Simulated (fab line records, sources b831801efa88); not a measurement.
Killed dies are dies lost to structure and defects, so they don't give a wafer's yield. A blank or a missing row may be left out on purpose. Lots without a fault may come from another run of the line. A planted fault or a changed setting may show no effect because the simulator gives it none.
Problem report in the 8D (eight disciplines) form, filled by code | flow sfq_line | the parts of the form that need people (team, actions taken, sign-off) are left out

1. THE PROBLEM
M1_NB_RS at SFQ_M1_RS_MEAS_909 reads a mean of 1.082 ohm/sq on 2 wafers of 2 lots; wafers without a fault read 0.885 ohm/sq with a standard deviation of 0.0094. That is +21 standard deviations from the usual mean.
The step: measures by four-point-probe.
First seen on wafer L677.1, day 12 02:10, on film_metro-01. The record holds 18 wafers of 6 lots with a number at this step. Rule for "out", or "out of limits": more than 4 standard deviations from the usual mean. The other wafers with a number count as sound.

2. WHAT IT IS AND WHAT IT IS NOT
question                    | is                           | is not
which readings at this step | M1_NB_RS                     | -
which lots                  | L677, L679                   | L674, L678, L689, L691
which wafers of those lots  | L677.1, L679.4               | L677.4, L677.6, L679.5, L679.6
read on which gauges        | film_metro-01, film_metro-02 | film_metro-04
when                        | from day 12 02:10            | up to then (5 sound wafers); but 11 sound wafers of L678, L679, L689, L691 came after

3. SUSPECTS, AND WHAT RULES EACH OUT
Counting: a tool at a process step up to the reading stays a suspect if it ran every lot that is out. Sound lots after the first of them don't rule it out here, since some wafers of a struck lot are sound.
- the gauge at SFQ_M1_RS_MEAS_909: ruled out. The wafers that are out were read on 2 gauges (film_metro-01, film_metro-02).
- pvd_sputter-03 at SFQ_TRILAYER_M1_DEP_SPUTTER_037 (material Nb, target thk 200 nm, time 133.3 s): kept. It ran every lot that is out, first L677 (day 12 02:05).
Left after counting: pvd_sputter-03 at SFQ_TRILAYER_M1_DEP_SPUTTER_037.

4. THE CAUSE (what the simulator had put in)
Process parameter drift: pvd_sputter-03, from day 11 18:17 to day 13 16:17, at SFQ_TRILAYER_M1_DEP_SPUTTER_037. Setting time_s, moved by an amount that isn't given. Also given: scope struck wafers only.
Counting left only this tool.

5. THE CHAIN OF EFFECTS, in route order
Each row: a reading whose mean over the struck wafers that have a number lies more than 3 standard deviations from the usual. Only readings for which the record gives a usual standard deviation are gone through. hours: the time from each lot's start at the first step in this table that gives one to its start at this step, as a median over the lots. sigmas: the change in usual standard deviations.
hours | step                                | reading        | usual        | on struck wafers | change | sigmas
0     | SFQ_M1_RS_MEAS_909                  | M1_NB_RS       | 0.885 ohm/sq | 1.082            | +0.197 | +21
70    | SFQ_TRILAYER_M1_ETCH_METAL_ETCH_042 | oes_product_au | 0.896 a.u.   | 0.798            | -0.098 | -14
The process steps in it:
- SFQ_TRILAYER_M1_ETCH_METAL_ETCH_042: etches Nb in Cl2/Ar, stops on SiO2, target depth 240 nm, time 120 s.
Later measuring or inspecting steps at which every struck wafer that the step has a row for has a number for every such reading, and none has moved that far: SFQ_M1_OVL_MEAS_911, SFQ_I1_BOW_MEAS_912, SFQ_I1_OVL_MEAS_913, SFQ_M8_BOW_MEAS_951.

6. WHAT WOULD HAVE CAUGHT IT SOONER
In this record the first reading out of limits at a measuring or inspecting step was taken at day 12 02:10, 8 hours after the fault began at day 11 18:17.
Of the tool readings at SFQ_TRILAYER_M1_DEP_SPUTTER_037 for which the record gives a usual standard deviation, none was out on any struck wafer, so an alarm limit of 4 standard deviations on them would not have fired.
Of the lots that are out (2), L679 began SFQ_TRILAYER_M1_DEP_SPUTTER_037 on pvd_sputter-03 after day 12 02:10. A hold on the tool at that time would have spared it.
